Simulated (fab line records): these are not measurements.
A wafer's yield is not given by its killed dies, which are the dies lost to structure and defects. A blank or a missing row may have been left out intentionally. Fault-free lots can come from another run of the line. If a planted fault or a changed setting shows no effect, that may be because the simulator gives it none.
fab line records | flow gf180mcu
record: lots: 5 wafers: 15 last_day: 33
route steps=602 shown V1@343 M2@362
lots that met no fault: from a run of the same line without faults
start_h: start of the lot's first displayed wafer, in hours after the record's first day | wait_h: how many hours have passed since the lot's step before this one | " as in the row above | L1.1+2: a single row standing in for several wafers | - no value present, or no start provided | * or withheld: withheld | < > ~ a bound
route shown NAME@n: names a module that has steps shown in the file, with the first one's number in the route | usual: mean/standard deviation of fault-free wafers | same: alike in all rows | chamber/n: place in a boat | sites: readings site by site | _std_site: standard deviation across them | _edge_site: outer sites' mean less inner sites' | radius_mm: for every site, how far away it sits from the centre of the wafer | mask NAME#n: copy n | behind: the last tool/chamber to shape the wafer | hold: what put the lot on hold/how long, in hours/how the hold closed | device: transistor that didn't switch, given as n, p or np | end of line: the route-end tests of the same wafers | step lacking rows: just its recipe | killed: at the first sort, the dies lost to defects and structure; wafer yield is something else | map: per-die view of a wafer (x killed, . not killed, _ where there is no die)
set.NAME: the setting that was run; set.NAME@STEP: the one run at that earlier step | model.NAME: the simulator's own value behind a step, which no gauge read
a table for each step, a row for each wafer; lots at some steps of the route
services: a tool's chamber out of use, with start hour (start_h, from the record's first day; less than 0 if before it), hours out, and reason
== steps ==
step: GF_V1_COAT_08
recipe: resist: BARC temp_c: withheld time_s: withheld spin_rpm: withheld resist_thk_nm: withheld
usual: chill_plate_temp_C: *
columns lot.wafer tool chamber start_h wait_h chill_plate_temp_C
L075.2 litho_track-01 0 406.70 0.1 *
L075.3 " 0 " " *
L075.4 " 0 " " *
L088.1 litho_track-01 0 524.82 0.1 *
L088.3 " 0 " " *
L088.5 " 0 " " *
L090.1 litho_track-02 0 539.97 0.1 *
L090.3 " 0 " " *
L090.6 " 0 " " *
L094.1 litho_track-01 0 573.12 0.1 *
L094.5 " 0 " " *
L094.6 " 0 " " *
L095.2 litho_track-02 0 577.30 0.1 *
L095.4 " 0 " " *
L095.5 " 0 " " *
step: GF_V1_COAT_09
recipe: resist: KrF spin_rpm: withheld resist_thk_nm: 1000
usual: chill_plate_temp_C: 23.03/0.099
columns lot.wafer tool chamber start_h wait_h chill_plate_temp_C
L075.2 litho_track-01 0 - - 23.03
L075.3 " 0 " " 22.94
L075.4 " 0 " " 23.12
L088.1 litho_track-01 0 - - 22.83
L088.3 " 0 " " 23.02
L088.5 " 0 " " 22.94
L090.1 litho_track-02 0 - - 22.96
L090.3 " 0 " " 22.96
L090.6 " 0 " " 23.04
L094.1 litho_track-01 0 - - 23.15
L094.5 " 0 " " 22.95
L094.6 " 0 " " 23.24
L095.2 litho_track-02 0 - - 22.94
L095.4 " 0 " " 23.14
L095.5 " 0 " " 23.03
step: GF_V1_SOFTBAKE_10
recipe: temp_c: 130 time_s: 60 resist: KrF
usual: chill_plate_temp_C: 23.02/0.12
columns lot.wafer tool chamber start_h wait_h chill_plate_temp_C
L075.2 litho_track-01 0 - - 23.04
L075.3 " 0 " " 23.06
L075.4 " 0 " " 22.90
L088.1 litho_track-01 0 - - 23.07
L088.3 " 0 " " 22.89
L088.5 " 0 " " 22.86
L090.1 litho_track-02 0 - - 22.98
L090.3 " 0 " " 22.92
L090.6 " 0 " " 22.96
L094.1 litho_track-01 0 - - 22.98
L094.5 " 0 " " 22.56
L094.6 " 0 " " 22.82
L095.2 litho_track-02 0 - - 23.00
L095.4 " 0 " " 22.94
L095.5 " 0 " " 23.00
step: GF_V1_EXPOSE_11
recipe: mask_id: Via1 target_cd_nm: 260 na: 0.68 source_shape: conventional sigma_outer: 0.6 dose_mj: 38
same: sigma_outer: 0.6
columns lot.wafer tool chamber start_h wait_h mask
L075.2+3+4 krf_scanner-01 0 - - Via1#0
L088.1+3+5 krf_scanner-01 0 - - Via1#0
L090.1+3+6 krf_scanner-01 0 - - Via1#0
L094.1+5+6 krf_scanner-01 0 - - Via1#0
L095.2+4+5 krf_scanner-01 0 - - Via1#0
step: GF_V1_PEB_12
recipe: peb_temp_c: 135 peb_time_s: 90 resist: KrF
usual: chill_plate_temp_C: 23.01/0.11
columns lot.wafer tool chamber start_h wait_h chill_plate_temp_C
L075.2 litho_track-04 0 - - 23.01
L075.3 " 0 " " 22.95
L075.4 " 0 " " 22.96
L088.1 litho_track-04 0 - - 22.95
L088.3 " 0 " " 23.22
L088.5 " 0 " " 23.17
L090.1 litho_track-02 0 - - 23.10
L090.3 " 0 " " 23.08
L090.6 " 0 " " 23.19
L094.1 litho_track-01 0 - - 23.25
L094.5 " 0 " " 23.10
L094.6 " 0 " " 23.23
L095.2 litho_track-01 0 - - 23.01
L095.4 " 0 " " 22.96
L095.5 " 0 " " 23.03
step: GF_V1_DEVELOP_13
recipe: develop_time_s: 60 resist: KrF dev_temp_c: 21
usual: chill_plate_temp_C: 22.99/0.12
columns lot.wafer tool chamber start_h wait_h chill_plate_temp_C
L075.2 litho_track-04 0 419.16 0.2 22.60
L075.3 " 0 " " 22.82
L075.4 " 0 " " 22.70
L088.1 litho_track-04 0 536.29 0.2 23.02
L088.3 " 0 " " 22.97
L088.5 " 0 " " 22.94
L090.1 litho_track-02 0 551.47 0.2 23.17
L090.3 " 0 " " 22.93
L090.6 " 0 " " 23.12
L094.1 litho_track-01 0 583.97 0.2 23.15
L094.5 " 0 " " 23.10
L094.6 " 0 " " 23.10
L095.2 litho_track-01 0 587.99 0.2 22.88
L095.4 " 0 " " 22.89
L095.5 " 0 " " 22.89
step: GF_V1_CD_MEAS_14
recipe: target_cd_nm: 260
usual: cd_nm: 260.0/1.3
columns lot.wafer tool chamber start_h wait_h cd_nm
L075.2 cd_sem-02 - 419.31 0.1 260.1
L075.3 " - " " 259.5
L075.4 " - " " 258.4
L088.1 cd_sem-01 - 536.44 0.1 260.2
L088.3 " - " " 259.8
L088.5 " - " " 260.4
L090.1 cd_sem-02 - 551.62 0.1 258.5
L090.3 " - " " 259.9
L090.6 " - " " 258.6
L094.1 cd_sem-02 - 584.12 0.1 261.8
L094.5 " - " " 262.5
L094.6 " - " " 261.7
L095.2 cd_sem-02 - 588.14 0.1 261.1
L095.4 " - " " 259.7
L095.5 " - " " 259.5
step: GF_V1_OVL_MEAS_15
usual: V1_OVL: 3/5.9
columns lot.wafer tool chamber start_h wait_h V1_OVL[nm]
L075.2 overlay-02 - 419.41 0.1 2
L075.3 " - " " -4
L075.4 " - " " -3
L088.1 overlay-02 - 536.56 0.1 6
L088.3 " - " " 9
L088.5 " - " " 10
L090.1 overlay-01 - 551.74 0.1 8
L090.3 " - " " 3
L090.6 " - " " -5
L094.1 overlay-02 - 584.24 0.1 17
L094.5 " - " " 12
L094.6 " - " " 6
L095.2 overlay-02 - 588.24 0.1 0
L095.4 " - " " 0
L095.5 " - " " 5
step: GF_V1_ETCH_16
recipe: chemistry: N2/H2 target_depth_a: withheld overetch_a: withheld time_s: withheld target: BARC ion_energy_ev: 200 source_w: 500 bias_w: 100 pressure_mtorr: 30 n2_flow_sccm: 100 h2_flow_sccm: 200
usual: drypump_motor_current_A: 5.5/0.43 oes_product_au: 0.854/0.005 throttle_valve_pct: 13.226/0.0093
columns lot.wafer tool chamber start_h wait_h drypump_motor_current_A oes_product_au throttle_valve_pct
L075.2 rie_diel-04 1 419.44 0.0 4.8 0.852 13.237
L075.3 " 0 " " 5.6 0.860 13.220
L075.4 " 3 " " 5.4 0.857 13.230
L088.1 rie_diel-03 3 536.59 0.0 5.6 0.849 13.236
L088.3 " 2 " " 5.6 0.859 13.215
L088.5 " 3 " " 5.6 0.862 13.217
L090.1 rie_diel-04 3 551.78 0.0 5.5 0.851 13.234
L090.3 " 0 " " 5.6 0.851 13.206
L090.6 " 2 " " 6.0 0.849 13.236
L094.1 rie_diel-04 2 584.27 0.0 6.0 0.850 13.217
L094.5 " 2 " " 6.0 0.851 13.228
L094.6 " 3 " " 5.5 0.851 13.223
L095.2 rie_diel-04 3 588.27 0.0 5.5 0.859 13.214
L095.4 " 2 " " 6.0 0.841 13.229
L095.5 " 1 " " 4.8 0.857 13.211
step: GF_V1_ETCH_17
recipe: chemistry: C4F8/O2/Ar mask_material: KrF target: SiO2 stop_on: TiN source_w: 1500 bias_w: 1200 pressure_mtorr: 40 c4f8_flow_sccm: withheld O2_flow_sccm: 6 Ar_flow_sccm: 300 time_s: withheld target_depth_a: 6300
usual: oes_product_au: 0.856/0.0047
columns lot.wafer tool chamber start_h wait_h oes_product_au
L075.2 rie_diel-04 1 - - 0.853
L075.3 " 0 " " 0.856
L075.4 " 3 " " 0.856
L088.1 rie_diel-03 3 - - 0.861
L088.3 " 2 " " 0.854
L088.5 " 3 " " 0.861
L090.1 rie_diel-04 3 - - 0.859
L090.3 " 0 " " 0.861
L090.6 " 2 " " 0.859
L094.1 rie_diel-04 2 - - 0.859
L094.5 " 2 " " 0.858
L094.6 " 3 " " 0.859
L095.2 rie_diel-04 3 - - 0.852
L095.4 " 2 " " 0.864
L095.5 " 1 " " 0.859
step: GF_V1_STRIP_18
recipe: chemistry: O2/N2 power_w: 1400 pressure_mtorr: 1500 platen_temp_c: 250 o2_flow_sccm: 3000 n2_flow_sccm: 300 overash_fraction: 0.5
usual: drypump_motor_current_A: 5.8/0.51 heater_power_w: 307/40 oes_product_au: 0.592/0.0053
same: overash_fraction: 0.5
columns lot.wafer tool chamber start_h wait_h drypump_motor_current_A heater_power_w oes_product_au rf_hours_counter_h
L075.2 plasma_asher-01 1 419.57 - 6.0 329 0.590 82
L075.3 " 1 " " 6.0 325 0.595 -
L075.4 " 0 " " 6.4 246 0.591 -
L088.1 plasma_asher-04 0 536.72 - 6.0 276 0.592 77
L088.3 " 0 " " 6.0 279 0.608 -
L088.5 " 0 " " 6.0 278 0.595 -
L090.1 plasma_asher-03 1 551.91 - 4.9 324 0.586 41
L090.3 " 0 " " 5.7 307 0.594 -
L090.6 " 0 " " 5.7 301 0.593 -
L094.1 plasma_asher-04 0 584.40 - 6.0 283 0.593 81
L094.5 " 1 " " 6.0 387 0.592 -
L094.6 " 0 " " 6.0 280 0.579 -
L095.2 plasma_asher-01 1 588.40 - 6.0 323 0.589 100
L095.4 " 0 " " 6.4 241 0.589 -
L095.5 " 1 " " 6.0 322 0.588 -
step: GF_V1_STRIP_19
recipe: chemistry: post_etch_residue_remover time_s: 1200 temp_c: 72.5
usual: temp_c: 72.49/0.13
columns lot.wafer tool chamber start_h wait_h temp_c
L075.2 wet_bench-02 0 419.67 0.1 72.43
L075.3 " 0 " " 72.53
L075.4 " 0 " " 72.63
L088.1 wet_bench-04 0 536.82 0.1 72.47
L088.3 " 0 " " 72.44
L088.5 " 0 " " 72.43
L090.1 wet_bench-03 0 552.01 0.1 72.59
L090.3 " 0 " " 72.54
L090.6 " 0 " " 72.44
L094.1 wet_bench-04 0 584.50 0.1 72.63
L094.5 " 0 " " 72.49
L094.6 " 0 " " 72.72
L095.2 wet_bench-04 2 588.50 0.1 72.65
L095.4 " 2 " " 72.70
L095.5 " 2 " " 72.72
step: GF_V1_CLEAN_20
recipe: chemistry: DIW dry: n2_spin
columns lot.wafer tool chamber start_h wait_h
L075.2+3+4 wet_bench-04 0 420.01 0.0
L088.1+3+5 wet_bench-02 0 537.16 0.0
L090.1+3+6 wet_bench-04 2 552.35 0.0
L094.1+5+6 wet_bench-03 3 585.19 0.0
L095.2+4+5 wet_bench-03 3 589.25 0.0
step: GF_V1_SPUTTER_21
recipe: material: Ti target_thk_nm: 15 chamber_pressure_pa: 5 power_w: 2500 substrate_temp_c: 200 time_s: 80.02
usual: throttle_valve_pct: 30.3/0.78
columns lot.wafer tool chamber start_h wait_h throttle_valve_pct
L075.2 pvd_sputter-03 - 420.11 0.0 28.1
L075.3 " - " " 30.2
L075.4 " - " " 29.8
L088.1 pvd_sputter-02 - 537.25 0.0 31.2
L088.3 " - " " 30.3
L088.5 " - " " 29.4
L090.1 pvd_sputter-01 - 552.72 0.0 31.0
L090.3 " - " " 30.1
L090.6 " - " " 30.8
L094.1 pvd_sputter-02 - 585.30 0.0 30.7
L094.5 " - " " 29.2
L094.6 " - " " 30.5
L095.2 pvd_sputter-02 - 589.36 0.0 29.2
L095.4 " - " " 29.4
L095.5 " - " " 30.9
step: GF_V1_SPUTTER_22
recipe: material: TiN target_thk_nm: 10 chamber_pressure_pa: 5 power_w: 4000 time_s: 40
usual: throttle_valve_pct: 30.4/0.77
columns lot.wafer tool chamber start_h wait_h throttle_valve_pct
L075.2 pvd_sputter-03 - 420.17 0.0 28.2
L075.3 " - " " 30.1
L075.4 " - " " 29.8
L088.1 pvd_sputter-02 - 537.32 0.0 31.5
L088.3 " - " " 30.2
L088.5 " - " " 29.2
L090.1 pvd_sputter-01 - 552.78 0.0 31.2
L090.3 " - " " 29.9
L090.6 " - " " 30.8
L094.1 pvd_sputter-02 - 585.36 0.0 30.7
L094.5 " - " " 29.5
L094.6 " - " " 30.7
L095.2 pvd_sputter-02 - 589.42 0.0 29.4
L095.4 " - " " 29.3
L095.5 " - " " 30.3
step: GF_V1_CVD_23
recipe: material: W target_thk_nm: 350 time_s: 105.05 temp_c: 400 pressure_torr: 40
usual: heater_power_w: 868/110
columns lot.wafer tool chamber start_h wait_h heater_power_w
L075.2 cvd_w-02 1 420.21 0.0 1035
L075.3 " 0 " " 868
L075.4 " 1 " " 1067
L088.1 cvd_w-01 1 537.35 0.0 862
L088.3 " 0 " " 721
L088.5 " 0 " " 744
L090.1 cvd_w-02 0 552.82 0.0 841
L090.3 " 0 " " 841
L090.6 " 1 " " 1065
L094.1 cvd_w-01 0 585.40 0.0 736
L094.5 " 0 " " 753
L094.6 " 1 " " 875
L095.2 cvd_w-01 0 589.46 0.0 749
L095.4 " 1 " " 879
L095.5 " 1 " " 856
step: GF_V1_RS_MEAS_24
recipe: thk_meas_gauge: four-point-probe reads: W_of_V1_CVD_23+TiN_of_V1_SPUTTER_22+Ti_of_V1_SPUTTER_21
usual: V1_W_RS: 0.328/0.0064
columns lot.wafer tool chamber start_h wait_h V1_W_RS[ohm/sq]
L075.2 film_metro-03 - 420.34 0.1 0.331
L075.3 " - " " 0.330
L075.4 " - " " 0.327
L088.1 film_metro-03 - 537.47 0.1 0.319
L088.3 " - " " 0.332
L088.5 " - " " 0.335
L090.1 film_metro-01 - 552.93 0.1 0.333
L090.3 " - " " 0.332
L090.6 " - " " 0.326
L094.1 film_metro-02 - 585.51 0.1 0.333
L094.5 " - " " 0.333
L094.6 " - " " 0.315
L095.2 film_metro-03 - 589.59 0.1 0.333
L095.4 " - " " 0.322
L095.5 " - " " 0.318
step: GF_V1_THK_MEAS_25
recipe: thk_meas_gauge: xrf reads: W_of_V1_CVD_23
usual: V1_W_THK: 348/7.3
columns lot.wafer tool chamber start_h wait_h V1_W_THK[nm]
L075.2 film_metro-03 - 420.45 0.1 345
L075.3 " - " " 345
L075.4 " - " " 349
L088.1 film_metro-03 - 537.59 0.1 360
L088.3 " - " " 349
L088.5 " - " " 344
L090.1 film_metro-01 - 553.05 0.1 339
L090.3 " - " " 344
L090.6 " - " " 350
L094.1 film_metro-02 - 585.63 0.1 348
L094.5 " - " " 348
L094.6 " - " " 365
L095.2 film_metro-03 - 589.70 0.1 338
L095.4 " - " " 350
L095.5 " - " " 357
step: GF_V1_CMP_26
recipe: stop_on: SiO2 down_force_psi: 3.5 platen_rpm: 60 t_overpolish_s: 15 target_thk_nm: 0 pad_velocity_m_s: 0.94248
usual: motor_current_A: 11.1/1.5 overpolish_run_s: 14.999/0.0097 slurry_flow_ml_min: 150.0/0.49 time_to_endpoint_s: 85/3.1
columns lot.wafer tool chamber start_h wait_h motor_current_A overpolish_run_s slurry_flow_ml_min time_to_endpoint_s
L075.2 cmp-02 3 420.50 0.0 9.1 14.981 150.1 78
L075.4 " 1 " " 10.1 15.000 149.4 79
L075.3 " 2 " " 10.9 15.000 150.6 82
L088.3 cmp-01 0 537.70 0.1 13.0 14.990 149.9 84
L088.1 " 1 " " 10.2 15.004 150.5 85
L088.5 " 3 " " 13.9 14.999 150.8 82
L090.1 cmp-02 0 553.11 0.1 10.9 15.000 149.9 81
L090.3 " 1 " " 10.5 15.000 150.4 84
L090.6 " 1 " " 10.0 14.981 149.3 85
L094.1 cmp-02 0 585.74 0.1 10.7 15.002 150.2 83
L094.6 " 3 " " 9.0 14.986 149.4 84
L094.5 " 0 " " 11.1 14.987 149.4 77
L095.2 cmp-02 1 589.85 0.1 10.0 14.982 149.4 81
L095.4 " 2 " " 11.3 15.002 150.5 84
L095.5 " 0 " " 11.2 14.990 150.2 84
step: GF_M2_SPUTTER_00
recipe: material: Ti target_thk_nm: 37.5 arriving_ion_energy_ev: 80 substrate_temp_c: 200 chamber_pressure_pa: 2 power_w: 4000 time_s: 150
usual: throttle_valve_pct: 30.1/1
columns lot.wafer tool chamber start_h wait_h throttle_valve_pct
L075.2 pvd_sputter-02 - 420.80 0.2 30.5
L075.3 " - " " 30.5
L075.4 " - " " 31.4
L088.1 pvd_sputter-03 - 537.95 0.1 30.0
L088.3 " - " " 30.1
L088.5 " - " " 27.9
L090.1 pvd_sputter-03 - 553.41 0.2 29.8
L090.3 " - " " 27.7
L090.6 " - " " 30.4
L094.1 pvd_sputter-03 - 585.99 0.2 28.1
L094.5 " - " " 30.1
L094.6 " - " " 29.8
L095.2 pvd_sputter-03 - 590.05 0.1 29.7
L095.4 " - " " 28.0
L095.5 " - " " 29.9
step: GF_M2_SPUTTER_01
recipe: material: TiN target_thk_nm: 30 power_w: 6500 time_s: 25 chamber_pressure_pa: 0.4
usual: throttle_valve_pct: 30.1/1.1
columns lot.wafer tool chamber start_h wait_h throttle_valve_pct
L075.2 pvd_sputter-02 - 420.90 0.1 30.8
L075.3 " - " " 30.3
L075.4 " - " " 31.4
L088.1 pvd_sputter-03 - 538.05 0.1 30.5
L088.3 " - " " 30.3
L088.5 " - " " 27.9
L090.1 pvd_sputter-03 - 553.51 0.1 29.9
L090.3 " - " " 27.9
L090.6 " - " " 30.2
L094.1 pvd_sputter-03 - 586.09 0.1 28.1
L094.5 " - " " 30.3
L094.6 " - " " 30.0
L095.2 pvd_sputter-03 - 590.15 0.1 30.0
L095.4 " - " " 28.1
L095.5 " - " " 29.5
step: GF_M2_SPUTTER_02
recipe: material: AlCu target_thk_nm: 450 power_w: 10600 time_s: 23.9 chamber_pressure_pa: 0.4
usual: throttle_valve_pct: 30.1/1
columns lot.wafer tool chamber start_h wait_h throttle_valve_pct
L075.2 pvd_sputter-02 - 420.93 0.0 30.5
L075.3 " - " " 30.1
L075.4 " - " " 31.4
L088.1 pvd_sputter-03 - 538.08 0.0 30.1
L088.3 " - " " 30.3
L088.5 " - " " 27.9
L090.1 pvd_sputter-03 - 553.54 0.0 29.7
L090.3 " - " " 28.0
L090.6 " - " " 30.0
L094.1 pvd_sputter-03 - 586.12 0.0 28.1
L094.5 " - " " 30.1
L094.6 " - " " 30.1
L095.2 pvd_sputter-03 - 590.18 0.0 29.5
L095.4 " - " " 27.7
L095.5 " - " " 29.9
step: GF_M2_SPUTTER_03
recipe: material: Ti target_thk_nm: 10 substrate_temp_c: 300 chamber_pressure_pa: 0.3 power_w: 3000 time_s: 6.7
usual: throttle_valve_pct: 30.1/1
columns lot.wafer tool chamber start_h wait_h throttle_valve_pct
L075.2 pvd_sputter-02 - 420.96 0.0 30.6
L075.3 " - " " 30.4
L075.4 " - " " 31.4
L088.1 pvd_sputter-03 - 538.11 0.0 30.0
L088.3 " - " " 30.2
L088.5 " - " " 28.0
L090.1 pvd_sputter-03 - 553.57 0.0 29.8
L090.3 " - " " 28.0
L090.6 " - " " 30.2
L094.1 pvd_sputter-03 - 586.15 0.0 28.1
L094.5 " - " " 30.0
L094.6 " - " " 30.1
L095.2 pvd_sputter-03 - 590.21 0.0 29.8
L095.4 " - " " 28.0
L095.5 " - " " 30.0
step: GF_M2_SPUTTER_04
recipe: material: TiN target_thk_nm: 50 power_w: 6500 time_s: 41.7 chamber_pressure_pa: 0.4
usual: throttle_valve_pct: 30.1/1
columns lot.wafer tool chamber start_h wait_h throttle_valve_pct
L075.2 pvd_sputter-02 - 420.98 0.0 30.8
L075.3 " - " " 30.3
L075.4 " - " " 31.2
L088.1 pvd_sputter-03 - 538.13 0.0 30.1
L088.3 " - " " 30.2
L088.5 " - " " 28.1
L090.1 pvd_sputter-03 - 553.59 0.0 29.6
L090.3 " - " " 27.9
L090.6 " - " " 30.3
L094.1 pvd_sputter-03 - 586.17 0.0 27.8
L094.5 " - " " 30.2
L094.6 " - " " 30.3
L095.2 pvd_sputter-03 - 590.23 0.0 29.5
L095.4 " - " " 28.0
L095.5 " - " " 29.9
step: GF_M2_RS_MEAS_05
recipe: thk_meas_gauge: four-point-probe reads: TiN_of_M2_SPUTTER_04+Ti_of_M2_SPUTTER_03+AlCu_of_M2_SPUTTER_02+TiN_of_M2_SPUTTER_01+Ti_of_M2_SPUTTER_00
usual: M2_ALCU_RS: 0.0696/0.00079
columns lot.wafer tool chamber start_h wait_h M2_ALCU_RS[ohm/sq]
L075.2 film_metro-02 - 421.04 0.0 0.0699
L075.3 " - " " 0.0698
L075.4 " - " " 0.0697
L088.1 film_metro-03 - 538.17 0.0 0.0684
L088.3 " - " " 0.0680
L088.5 " - " " 0.0690
L090.1 film_metro-02 - 553.63 0.0 0.0698
L090.3 " - " " 0.0704
L090.6 " - " " 0.0694
L094.1 film_metro-02 - 586.21 0.0 0.0707
L094.5 " - " " 0.0704
L094.6 " - " " 0.0706
L095.2 film_metro-02 - 590.29 0.0 0.0700
L095.4 " - " " 0.0701
L095.5 " - " " 0.0699
step: GF_M2_THK_MEAS_06
recipe: thk_meas_gauge: xrf reads: AlCu_of_M2_SPUTTER_02
usual: M2_ALCU_THK: 441/6.2
columns lot.wafer tool chamber start_h wait_h M2_ALCU_THK[nm]
L075.2 film_metro-02 - 421.15 0.1 437
L075.3 " - " " 440
L075.4 " - " " 440
L088.1 film_metro-03 - 538.29 0.1 451
L088.3 " - " " 451
L088.5 " - " " 444
L090.1 film_metro-02 - 553.75 0.1 436
L090.3 " - " " 436
L090.6 " - " " 439
L094.1 film_metro-02 - 586.33 0.1 433
L094.5 " - " " 431
L094.6 " - " " 433
L095.2 film_metro-02 - 590.40 0.1 436
L095.4 " - " " 435
L095.5 " - " " 436
step: GF_M2_DEHYDRATE_07
recipe: temp_c: 200 time_s: 60
usual: chill_plate_temp_C: 23.01/0.094
columns lot.wafer tool chamber start_h wait_h chill_plate_temp_C
L075.2 litho_track-01 0 431.70 10.5 23.02
L075.3 " 0 " " 23.21
L075.4 " 0 " " 23.10
L088.1 litho_track-04 0 548.84 10.5 23.03
L088.3 " 0 " " 22.97
L088.5 " 0 " " 22.95
L090.1 litho_track-04 0 563.79 10.0 22.96
L090.3 " 0 " " 23.11
L090.6 " 0 " " 22.96
L094.1 litho_track-01 0 596.52 10.2 23.01
L094.5 " 0 " " 22.83
L094.6 " 0 " " 22.99
L095.2 litho_track-04 0 599.86 9.4 23.01
L095.4 " 0 " " 23.01
L095.5 " 0 " " 22.97
step: GF_M2_HMDS_08
recipe: prime_time_s: 60 prime_temp_c: 120
usual: chill_plate_temp_C: 23.00/0.11
columns lot.wafer tool chamber start_h wait_h chill_plate_temp_C
L075.2 litho_track-01 0 431.85 0.1 23.04
L075.3 " 0 " " 23.08
L075.4 " 0 " " 22.96
L088.1 litho_track-04 0 548.99 0.1 23.08
L088.3 " 0 " " 22.92
L088.5 " 0 " " 23.08
L090.1 litho_track-04 0 563.94 0.1 22.99
L090.3 " 0 " " 23.18
L090.6 " 0 " " 22.95
L094.1 litho_track-01 0 596.67 0.1 23.05
L094.5 " 0 " " 22.89
L094.6 " 0 " " 23.06
L095.2 litho_track-04 0 600.01 0.1 22.89
L095.4 " 0 " " 23.02
L095.5 " 0 " " 22.88
step: GF_M2_COAT_09
recipe: resist: KrF spin_rpm: withheld resist_thk_nm: 1000
usual: chill_plate_temp_C: 23.03/0.1
columns lot.wafer tool chamber start_h wait_h chill_plate_temp_C
L075.2 litho_track-01 0 432.00 0.1 23.09
L075.3 " 0 " " 23.06
L075.4 " 0 " " 22.96
L088.1 litho_track-04 0 549.14 0.1 23.00
L088.3 " 0 " " 22.94
L088.5 " 0 " " 22.99
L090.1 litho_track-04 0 564.09 0.1 23.04
L090.3 " 0 " " 23.06
L090.6 " 0 " " 23.01
L094.1 litho_track-01 0 596.82 0.1 23.01
L094.5 " 0 " " 22.93
L094.6 " 0 " " 22.73
L095.2 litho_track-04 0 600.16 0.1 23.05
L095.4 " 0 " " 22.99
L095.5 " 0 " " 23.17
step: GF_M2_SOFTBAKE_10
recipe: temp_c: 130 time_s: 60 resist: KrF
usual: chill_plate_temp_C: 22.99/0.12
columns lot.wafer tool chamber start_h wait_h chill_plate_temp_C
L075.2 litho_track-01 0 432.15 0.1 22.92
L075.3 " 0 " " 23.06
L075.4 " 0 " " 23.01
L088.1 litho_track-04 0 549.29 0.1 23.01
L088.3 " 0 " " 22.90
L088.5 " 0 " " 23.14
L090.1 litho_track-04 0 564.24 0.1 22.94
L090.3 " 0 " " 22.96
L090.6 " 0 " " 22.90
L094.1 litho_track-01 0 596.97 0.1 22.96
L094.5 " 0 " " 23.02
L094.6 " 0 " " 22.93
L095.2 litho_track-04 0 600.31 0.1 22.97
L095.4 " 0 " " 22.94
L095.5 " 0 " " 22.84
step: GF_M2_EXPOSE_11
recipe: mask_id: Metal2 target_cd_nm: 280 na: 0.68 source_shape: conventional sigma_outer: 0.6 dose_mj: 28
same: sigma_outer: 0.6
columns lot.wafer tool chamber start_h wait_h mask
L075.2+3+4 krf_scanner-02 0 - - Metal2#0
L088.1+3+5 krf_scanner-01 0 - - Metal2#0
L090.1+3+6 krf_scanner-02 0 - - Metal2#0
L094.1+5+6 krf_scanner-01 0 - - Metal2#0
L095.2+4+5 krf_scanner-01 0 - - Metal2#0
step: GF_M2_PEB_12
recipe: peb_temp_c: 135 peb_time_s: 90 resist: KrF
usual: chill_plate_temp_C: 22.99/0.092
columns lot.wafer tool chamber start_h wait_h chill_plate_temp_C
L075.2 litho_track-01 0 - - 22.99
L075.3 " 0 " " 23.10
L075.4 " 0 " " 22.87
L088.1 litho_track-04 0 - - 23.15
L088.3 " 0 " " 23.05
L088.5 " 0 " " 22.95
L090.1 litho_track-01 0 - - 23.04
L090.3 " 0 " " 23.03
L090.6 " 0 " " 23.00
L094.1 litho_track-04 0 - - 22.85
L094.5 " 0 " " 22.85
L094.6 " 0 " " 22.86
L095.2 litho_track-01 0 - - 23.10
L095.4 " 0 " " 23.09
L095.5 " 0 " " 22.95
step: GF_M2_DEVELOP_13
recipe: develop_time_s: 60 dev_temp_c: 21
usual: chill_plate_temp_C: 22.99/0.1
columns lot.wafer tool chamber start_h wait_h chill_plate_temp_C
L075.2 litho_track-01 0 444.35 0.2 22.82
L075.3 " 0 " " 22.89
L075.4 " 0 " " 22.85
L088.1 litho_track-04 0 559.89 0.2 23.01
L088.3 " 0 " " 22.88
L088.5 " 0 " " 22.99
L090.1 litho_track-01 0 575.67 0.2 22.98
L090.3 " 0 " " 22.88
L090.6 " 0 " " 22.97
L094.1 litho_track-04 0 607.34 0.2 22.90
L094.5 " 0 " " 23.01
L094.6 " 0 " " 22.83
L095.2 litho_track-01 0 609.69 0.2 23.04
L095.4 " 0 " " 23.15
L095.5 " 0 " " 23.03
step: GF_M2_CD_MEAS_14
recipe: target_cd_nm: 280
usual: cd_nm: 280.1/1.4
columns lot.wafer tool chamber start_h wait_h cd_nm
L075.2 cd_sem-01 - 444.49 0.1 279.9
L075.3 " - " " 280.6
L075.4 " - " " 281.1
L088.1 cd_sem-01 - 560.04 0.1 280.4
L088.3 " - " " 279.4
L088.5 " - " " 280.2
L090.1 cd_sem-01 - 575.82 0.1 281.1
L090.3 " - " " 279.2
L090.6 " - " " 280.4
L094.1 cd_sem-02 - 607.49 0.1 278.7
L094.5 " - " " 278.8
L094.6 " - " " 277.7
L095.2 cd_sem-01 - 609.91 0.2 279.2
L095.4 " - " " 280.4
L095.5 " - " " 279.6
step: GF_M2_OVL_MEAS_15
usual: M2_OVL: -3/4.7
columns lot.wafer tool chamber start_h wait_h M2_OVL[nm]
L075.2 overlay-02 - 444.60 0.1 -2
L075.3 " - " " 1
L075.4 " - " " 1
L088.1 overlay-01 - 560.16 0.1 -4
L088.3 " - " " -7
L088.5 " - " " -5
L090.1 overlay-01 - 575.94 0.1 -5
L090.3 " - " " -12
L090.6 " - " " -9
L094.1 overlay-02 - 607.61 0.1 -2
L094.5 " - " " -4
L094.6 " - " " -3
L095.2 overlay-01 - 610.02 0.1 -8
L095.4 " - " " -9
L095.5 " - " " -9
== services ==
columns tool chamber start_h hours kind
cvd_w-01 - 390.00 14.0 pm
krf_scanner-02 - 390.66 1.0 pm
krf_scanner-02 - 400.16 0.8 pm
pvd_sputter-03 - 415.81 3.2 repair
cvd_w-02 - 420.89 1.5 repair
cmp-02 - 422.97 6.7 pm
cmp-02 - 441.38 4.1 repair
krf_scanner-02 - 445.51 1.3 pm
cmp-02 - 458.83 0.3 repair
cmp-02 - 464.26 1.7 repair
cmp-02 - 477.84 2.4 repair
cmp-02 - 485.09 5.7 repair
krf_scanner-01 - 498.76 1.0 pm
krf_scanner-01 - 500.62 0.8 pm
wet_bench-03 - 505.81 9.9 repair
krf_scanner-01 - 518.60 1.3 pm
cvd_w-01 1 562.21 2.7 repair
rie_diel-04 3 570.38 5.1 repair
cmp-02 - 572.19 4.0 pm
pvd_sputter-03 - 573.68 3.8 repair
pvd_sputter-03 - 574.17 4.4 repair
cmp-02 - 591.87 6.7 pm
pvd_sputter-03 - 593.28 105.8 repair
rie_diel-04 0 602.07 115.4 repair
== key ==
fault none
